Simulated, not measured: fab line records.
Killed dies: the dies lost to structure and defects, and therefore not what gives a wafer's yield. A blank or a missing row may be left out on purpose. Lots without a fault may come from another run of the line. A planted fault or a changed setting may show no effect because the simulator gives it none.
fab line records	flow sfq-line
[record] lots = 6	wafers = 17	last-day = 80
route steps=325 shown L0@6 L0V@16
lots untouched by any fault: they come from a run of this same line in which no faults occurred
start-h: start of the lot's first displayed wafer, in hours after the record's first day	wait-h: hours elapsed since this lot's preceding step	" unchanged from the row above	L1.1+2: a row that stands for several wafers	- no value present, or no start provided	* or withheld: withheld	< > ~ a bound
route shown NAME@n: names a module that has steps shown in the file, with the first one's number in the route	usual: mean and standard deviation over wafers with no fault	same: alike in all rows	chamber/n: place in a boat	sites: readings site by site	_std_site: standard deviation of those values	_edge_site: the outer-site mean with the inner-site mean subtracted	radius-mm: how far each site lies from the wafer's centre	mask NAME#n: copy n	behind: the last tool/chamber to shape the wafer	hold: cause of the lot's hold/its duration in hours/its outcome	device: names the non-switching transistor (n, p or np)	end of line: the route-end tests of the same wafers	a step with no rows: only its recipe	killed: dies that structure and defects cost at the first sort, which is not the same as the wafer's yield	map: shows each die of a wafer: x if killed, . if not, _ if none is there
set.NAME: the setting the step ran with; set.NAME@STEP: the setting that earlier step ran with	model.NAME: the simulator's own value behind a step, which no gauge read
lots at selected steps of the route; one table per step, one row per wafer
services: a tool's chamber out of use, with start hour (start-h, from the record's first day; less than 0 if before it), hours out, and reason
[[steps]]
[step SFQ_TRILAYER_L0_LITHO_COAT_010]
[recipe] resist = BARC	spin-rpm = 3000	resist-thk-nm = 62
[step SFQ_TRILAYER_L0_LITHO_COAT_005]
[recipe] resist = KrF	spin-rpm = 3000	resist-thk-nm = 600
[step SFQ_TRILAYER_L0_LITHO_SOFTBAKE_009]
[recipe] temp-c = withheld	time-s = withheld	resist = KrF
[step SFQ_TRILAYER_L0_LITHO_EXPOSE_006]
[recipe] mask-id = L0	na = 0.6	source-shape = conventional	sigma-outer = 0.65	target-cd-nm = 2000	dose-mj = 14.4
[step SFQ_TRILAYER_L0_LITHO_PEB_008]
[recipe] peb-temp-c = 115	peb-time-s = 60	resist = KrF
[step SFQ_TRILAYER_L0_LITHO_DEVELOP_007]
[recipe] time-s = 60	resist = KrF
[step SFQ_TRILAYER_L0_BARC_OPEN_METAL_ETCH_010]
[recipe] mask-material = PR	chemistry = O2	target-depth-nm = 125	target = BARC	icp-w = 600	bias-w = 80	pressure-mtorr = 10	time-s = 41.7
[usual] chamber-pressure-mTorr = 10.000/0.0084	drypump-motor-current-A = 5.9/0.37	oes-product-au = 0.685/0.0044
lot.wafer	tool	chamber	start-h	wait-h	chamber-pressure-mTorr	drypump-motor-current-A	oes-product-au	rf-hours-counter-h
L972.1	rie-metal-03	1	34.38	0.1	9.999	6.3	0.682	190
L972.3	"	1	"	"	9.997	6.3	0.680	-
L972.5	"	0	"	"	10.015	5.6	0.682	-
L978.1	rie-metal-02	0	112.30	0.1	10.009	6.5	0.688	138
L978.2	"	0	"	"	10.011	6.5	0.688	-
L978.6	"	0	"	"	9.987	6.5	0.678	-
L979.2	rie-metal-01	1	118.30	0.1	9.991	5.7	0.692	57
L979.4	"	1	"	"	9.990	5.7	0.694	-
L979.5	"	0	"	"	10.002	5.8	0.692	-
L981.2	rie-metal-01	0	130.30	0.1	9.993	5.8	0.684	24
L981.4	"	1	"	"	10.009	5.8	0.687	-
L981.6	"	1	"	"	9.986	5.7	0.688	-
L989.2	rie-metal-01	1	188.13	0.1	10.011	5.7	0.676	69
L989.3	"	0	"	"	9.982	5.8	0.683	-
L989.4	"	1	"	"	9.991	5.7	0.690	-
L991.4	rie-metal-02	1	195.35	0.1	10.009	5.2	0.684	-
L991.6	"	0	"	"	10.007	6.5	0.691	-
[step SFQ_TRILAYER_L0_ETCH_METAL_ETCH_008]
[recipe] target = MoNx_KI	stop-on = SiO2	mask-material = PR	chemistry = SF6/O2	target-depth-nm = 50	icp-w = 600	bias-w = 80	pressure-mtorr = 10	time-s = 25
[step SFQ_TRILAYER_L0_STRIP_STRIP_009]
[recipe] gas = O2	power-w = 200	platen-temp-c = 40	overash-fraction = 0.65	chemistry = O2	pressure-mtorr = 50
[usual] chamber-pressure-mTorr = 50.00/0.046	drypump-motor-current-A = 5.9/0.37	oes-product-au = 0.997/0.0098
lot.wafer	tool	chamber	start-h	wait-h	chamber-pressure-mTorr	drypump-motor-current-A	oes-product-au	rf-hours-counter-h
L972.1	rie-metal-03	1	34.49	0.0	49.96	6.3	1.003	190
L972.3	"	1	"	"	50.03	6.3	1.018	-
L972.5	"	0	"	"	49.97	5.5	1.010	-
L978.1	rie-metal-02	0	112.51	0.1	49.99	6.5	0.997	138
L978.2	"	0	"	"	50.03	6.5	1.000	-
L978.6	"	0	"	"	49.96	6.5	1.004	-
L979.2	rie-metal-01	1	118.40	0.0	49.95	5.7	0.982	57
L979.4	"	1	"	"	49.98	5.7	0.987	-
L979.5	"	0	"	"	50.00	5.8	0.995	-
L981.2	rie-metal-01	0	130.40	0.0	50.05	5.8	0.993	24
L981.4	"	1	"	"	49.99	5.8	0.993	-
L981.6	"	1	"	"	50.00	5.7	0.993	-
L989.2	rie-metal-01	1	188.23	0.0	49.94	5.7	0.987	69
L989.3	"	0	"	"	50.06	5.8	1.000	-
L989.4	"	1	"	"	50.11	5.8	0.992	-
L991.4	rie-metal-02	1	195.63	0.2	50.02	5.2	1.006	-
L991.6	"	0	"	"	50.00	6.5	1.004	-
[step SFQ_TRILAYER_L0_STRIP_SOLV_CLEAN_010]
[recipe] chemistry = NMP	temp-c = 70	time-s = 600
[step SFQ_TRILAYER_L0_CAP_PECVD_011]
[recipe] material = SiO2	temp-c = 150	time-s = 13.333	pressure-torr = 2.4	rf-w = 183.3	precursor = SiH4/N2O	target-thk-nm = 60
[usual] heater-power-outer-w = 29/5.7	heater-power-w = 84/7.1	throttle-valve-pct = 25.4/2.9
lot.wafer	tool	chamber	start-h	wait-h	heater-power-outer-w	heater-power-w	throttle-valve-pct
L972.1	pecvd-04	0	35.26	0.0	30	88	22.5
L972.3	"	1	"	"	22	67	23.7
L972.5	"	2	"	"	33	80	22.6
L978.1	pecvd-01	0	113.90	0.0	30	88	30.9
L978.2	"	2	"	"	24	76	25.6
L978.6	"	1	"	"	22	87	24.0
L979.2	pecvd-04	0	119.18	0.0	30	86	22.7
L979.4	"	1	"	"	23	70	24.0
L979.5	"	0	"	"	30	87	22.7
L981.2	pecvd-01	0	131.18	0.0	24	75	30.9
L981.4	"	0	"	"	24	79	30.9
L981.6	"	2	"	"	26	77	25.7
L989.2	pecvd-03	1	189.01	0.0	35	87	24.2
L989.3	"	2	"	"	33	93	27.5
L989.4	"	2	"	"	34	91	27.6
L991.4	pecvd-04	0	196.22	0.0	32	90	22.7
L991.6	"	1	"	"	19	64	23.9
[step SFQ_TRILAYER_L0_VIA_LITHO_COAT_018]
[recipe] resist = BARC	spin-rpm = 3000	resist-thk-nm = 62
[step SFQ_TRILAYER_L0_VIA_LITHO_COAT_013]
[recipe] resist = KrF	spin-rpm = 3000	resist-thk-nm = 650
[usual] exhaust-pa = 44.8/0.88
lot.wafer	tool	chamber	start-h	wait-h	exhaust-pa	model.KrF_of_TRILAYER_L0_VIA_LITHO_COAT_013.thk-nm
L972.1	litho-track-02	0	35.59	0.2	46.8	649.5
L972.3	"	0	"	"	46.1	649.6
L972.5	"	0	"	"	45.9	648.3
L978.1	litho-track-01	0	114.22	0.2	46.1	649
L978.2	"	0	"	"	45.1	650.5
L978.6	"	0	"	"	46.5	650.3
L979.2	litho-track-01	0	119.79	0.2	43.2	650.6
L979.4	"	0	"	"	44.2	650.9
L979.5	"	0	"	"	42.9	650.6
L981.2	litho-track-04	0	131.61	0.2	44.3	649.9
L981.4	"	0	"	"	43.7	650.6
L981.6	"	0	"	"	44.0	649
L989.2	litho-track-02	0	189.38	0.2	44.1	652.4
L989.3	"	0	"	"	43.8	672.2
L989.4	"	0	"	"	43.5	648.3
L991.4	litho-track-02	0	196.68	0.2	44.4	650.5
L991.6	"	0	"	"	44.0	672.3
[step SFQ_TRILAYER_L0_VIA_LITHO_SOFTBAKE_017]
[recipe] temp-c = withheld	time-s = withheld	resist = KrF
[step SFQ_TRILAYER_L0_VIA_LITHO_EXPOSE_014]
[recipe] mask-id = L0V	na = 0.6	source-shape = conventional	sigma-outer = 0.65	target-cd-nm = 700	dose-mj = 21.3
[step SFQ_TRILAYER_L0_VIA_LITHO_PEB_016]
[recipe] peb-temp-c = 115	peb-time-s = 60	resist = KrF
[step SFQ_TRILAYER_L0_VIA_LITHO_DEVELOP_015]
[recipe] time-s = 60	resist = KrF
[step SFQ_L0V_OVL_MEAS_903]
[usual] L0V_OVL = 3/5.1
lot.wafer	tool	chamber	start-h	wait-h	L0V_OVL[nm]
L972.1	overlay-01	-	93.96	0.1	4
L972.3	"	-	"	"	6
L972.5	"	-	"	"	5
L978.1	overlay-02	-	201.33	0.1	-2
L978.2	"	-	"	"	9
L978.6	"	-	"	"	4
L979.2	overlay-02	-	209.73	0.1	0
L979.4	"	-	"	"	-3
L979.5	"	-	"	"	1
L981.2	overlay-01	-	226.53	0.1	11
L981.4	"	-	"	"	10
L981.6	"	-	"	"	4
L989.2	overlay-01	-	288.23	0.1	-4
L989.3	"	-	"	"	3
L989.4	"	-	"	"	-3
L991.4	overlay-02	-	300.15	0.1	11
L991.6	"	-	"	"	2
[step SFQ_TRILAYER_L0_VIA_BARC_OPEN_VIA_ETCH_021]
[recipe] mask-material = PR	chemistry = O2	target-depth-nm = 125	target = BARC	source-w = 500	bias-w = 80	pressure-mtorr = 30	time-s = 41.7
[usual] chamber-pressure-mTorr = 30.006/0.025	drypump-motor-current-A = 5.6/0.59	oes-product-au = 0.686/0.005
lot.wafer	tool	chamber	start-h	wait-h	chamber-pressure-mTorr	drypump-motor-current-A	oes-product-au	rf-hours-counter-h
L972.1	rie-diel-04	1	93.99	0.0	29.990	5.4	0.690	64
L972.3	"	3	"	"	30.047	5.6	0.688	1
L972.5	"	1	"	"	30.001	5.3	0.685	-
L978.1	rie-diel-02	3	201.36	0.0	30.003	6.2	0.688	148
L978.2	"	0	"	"	30.015	6.5	0.695	11
L978.6	"	1	"	"	30.039	5.4	0.688	-
L979.2	rie-diel-04	2	209.76	0.0	29.976	6.1	0.684	67
L979.4	"	3	"	"	30.030	5.6	0.696	2
L979.5	"	3	"	"	30.019	5.6	0.686	-
L981.2	rie-diel-02	2	226.56	0.0	30.024	5.4	0.687	104
L981.4	"	2	"	"	29.961	5.4	0.692	-
L981.6	"	0	"	"	29.923	6.4	0.679	-
L989.2	rie-diel-01	2	288.26	0.0	30.003	5.1	0.682	1
L989.3	"	3	"	"	29.982	4.8	0.686	50
L989.4	"	1	"	"	29.972	4.8	0.679	-
L991.4	rie-diel-01	2	300.17	0.0	30.017	5.1	0.686	2
L991.6	"	3	"	"	30.001	4.9	0.690	-
[step SFQ_TRILAYER_L0_VIA_ETCH_VIA_ETCH_016]
[recipe] target = SiO2	stop-on = MoNx_KI	mask-material = PR	chemistry = CHF3	target-depth-nm = 80	source-w = 500	bias-w = 80	pressure-mtorr = 30	time-s = withheld
[usual] chamber-pressure-mTorr = 30.002/0.026	drypump-motor-current-A = 5.6/0.59	oes-product-au = 0.841/0.0075
lot.wafer	tool	chamber	start-h	wait-h	chamber-pressure-mTorr	drypump-motor-current-A	oes-product-au	model.KrF_of_TRILAYER_L0_VIA_LITHO_COAT_013.thk-nm
L972.1	rie-diel-04	1	94.03	0.0	30.002	5.4	0.840	560.3
L972.3	"	3	"	"	30.019	5.6	0.842	559.9
L972.5	"	1	"	"	30.005	5.4	0.836	559.3
L978.1	rie-diel-02	3	201.40	0.0	29.966	6.3	0.826	557.3
L978.2	"	0	"	"	30.001	6.5	0.844	559.3
L978.6	"	1	"	"	29.979	5.4	0.854	560.3
L979.2	rie-diel-04	2	209.80	0.0	30.005	6.1	0.837	562.3
L979.4	"	3	"	"	29.996	5.5	0.848	561.5
L979.5	"	3	"	"	30.004	5.6	0.843	561.1
L981.2	rie-diel-02	2	226.60	0.0	29.980	5.4	0.834	559.8
L981.4	"	2	"	"	29.946	5.4	0.853	560.5
L981.6	"	0	"	"	30.018	6.4	0.840	559.9
L989.2	rie-diel-01	2	288.30	0.0	30.025	5.1	0.842	561.2
L989.3	"	3	"	"	29.976	4.9	0.841	581.7
L989.4	"	1	"	"	30.002	4.8	0.850	558
L991.4	rie-diel-01	2	300.21	0.0	29.972	5.2	0.849	560.1
L991.6	"	3	"	"	30.014	4.9	0.847	582
[step SFQ_TRILAYER_L0_VIA_STRIP_STRIP_017]
[recipe] gas = O2	power-w = 200	platen-temp-c = 40	overash-fraction = 0.65	chemistry = O2	pressure-mtorr = 50
[usual] chamber-pressure-mTorr = 50.00/0.044	drypump-motor-current-A = 5.9/0.41	oes-product-au = 1.003/0.009
lot.wafer	tool	chamber	start-h	wait-h	chamber-pressure-mTorr	drypump-motor-current-A	oes-product-au	rf-hours-counter-h
L972.1	rie-metal-02	0	94.08	-	50.03	6.5	0.998	135
L972.3	"	1	"	"	49.99	5.2	0.985	-
L972.5	"	1	"	"	50.04	5.2	0.994	-
L978.1	rie-metal-04	0	201.45	-	50.08	6.3	1.014	95
L978.2	"	1	"	"	50.11	5.8	1.004	34
L978.6	"	0	"	"	50.01	6.3	1.001	-
L979.2	rie-metal-01	1	209.85	-	49.91	5.8	0.997	73
L979.4	"	0	"	"	50.03	5.7	1.000	-
L979.5	"	0	"	"	49.94	5.8	1.001	-
L981.2	rie-metal-04	1	226.65	-	50.02	5.7	1.004	38
L981.4	"	0	"	"	49.95	6.3	1.007	-
L981.6	"	0	"	"	49.99	6.3	1.011	-
L989.2	rie-metal-04	1	288.35	-	50.03	5.7	1.015	45
L989.3	"	1	"	"	49.99	5.7	1.016	-
L989.4	"	0	"	"	49.99	6.3	1.015	-
L991.4	rie-metal-01	0	300.46	-	49.98	5.8	0.996	-
L991.6	"	1	"	"	49.92	5.7	1.018	-
[[services]]
tool	chamber	start-h	hours	kind
rie-diel-04	3	14.32	17.8	repair
rie-diel-01	0	25.48	5.4	repair
pecvd-01	2	40.84	2.0	repair
rie-metal-04	-	50.19	1.2	repair
pecvd-01	1	53.47	6.6	repair
rie-metal-03	-	54.85	14.6	pm
rie-diel-04	2	60.46	3.6	repair
pecvd-01	1	63.05	3.1	repair
rie-metal-03	1	88.44	22.6	repair
rie-metal-03	0	89.76	2.1	repair
pecvd-04	2	92.08	11.6	repair
rie-diel-02	2	119.52	3.2	repair
rie-diel-02	3	120.31	27.6	repair
rie-diel-01	2	123.19	7.2	repair
rie-diel-04	3	123.48	5.8	repair
rie-diel-02	1	137.84	7.4	repair
rie-diel-04	0	238.69	5.1	repair
pecvd-04	-	243.69	1.3	repair
rie-diel-02	1	245.30	5.9	repair
rie-metal-04	1	246.56	21.5	repair
rie-diel-01	0	264.88	2.8	repair
rie-diel-04	3	293.92	6.5	repair
rie-diel-02	1	296.92	6.5	repair
rie-diel-01	-	298.85	1.2	repair
[[key]]
first-sign none at tools or gauges
[model-effect] step = SFQ_TRILAYER_L0_VIA_LITHO_COAT_013	value = KrF_of_TRILAYER_L0_VIA_LITHO_COAT_013.thk-nm	without = 648.8	struck = 672.2
[model-effect] step = SFQ_TRILAYER_L0_VIA_ETCH_VIA_ETCH_016	value = KrF_of_TRILAYER_L0_VIA_LITHO_COAT_013.thk-nm	without = 558.4	struck = 581.9
met-at SFQ_TRILAYER_L0_VIA_LITHO_COAT_013
struck-wafers L989.3,L991.6
onset-between 35.59 189.38
[fault] kind = process-parameter-drift	tool = litho-track-02	chamber = -	onset-h = 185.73	steps = SFQ_TRILAYER_L0_VIA_LITHO_COAT_013	channel = resist-thk-nm	offset = 23.453	shape = step	end-h = 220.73	scope = struck-wafers-only	acts-in = these-recipes-only	stated = 650
